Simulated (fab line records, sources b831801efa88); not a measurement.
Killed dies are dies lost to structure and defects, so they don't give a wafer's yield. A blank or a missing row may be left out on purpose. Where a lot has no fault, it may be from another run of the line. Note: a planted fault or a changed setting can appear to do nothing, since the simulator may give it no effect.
Chamber matching    flow gf180mcu    GF_V1_CVD_02 on pecvd-01: 3 sister chambers
The step deposits SiO2 from TEOS, target thk 850 nm, time 94.851 s. 6 wafers are shown with their chamber, then 12 later ones without.

EACH WAFER AND ITS CHAMBER
wafer   chamber  heater-power-w (W)
L094.1  2        699
L094.2  0        935
L094.3  1        664
L094.4  2        531
L094.5  1        674
L094.6  0        982

WAFERS WITHOUT THEIR CHAMBER
wafer   heater-power-w (W)
L095.1  606
L095.2  1056
L095.3  590
L095.4  646
L095.5  840
L095.6  647
L096.2  654
L096.3  888
L096.4  677
L097.1  665
L097.3  666
L097.4  541

EACH ONE'S CHAMBER
wafer   from the rows above           in truth
L095.1  can't be placed: 2 or 1       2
L095.2  0                             0
L095.3  can't be placed: 2 or 1       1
L095.4  can't be placed: 1 or 2       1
L095.5  can't be placed: 0 or 1 or 2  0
L095.6  can't be placed: 1 or 2       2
L096.2  can't be placed: 1 or 2       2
L096.3  0                             0
L096.4  can't be placed: 1 or 2       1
L097.1  can't be placed: 1 or 2       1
L097.3  can't be placed: 1 or 2       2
L097.4  can't be placed: 2 or 1       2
Correctly placed: 2 of 12. From these rows, 10 cannot be placed; in 10 the true chamber is one of the candidates. Number placed wrongly: 0.
How it was worked out, from the rows above alone: a wafer's distance from a chamber is the root of the sum, over the readings, of the square of ((its reading less the chamber's mean) divided by the reading's scatter). If the next closest chamber is less than 2 further off than the closest, the wafer can't be placed; otherwise it belongs to the closest. A chamber's mean is the mean of its shown wafers. The scatter: the root of (the sum of the squares of (reading less its chamber's mean) over the shown wafers, divided by (wafers less chambers)).
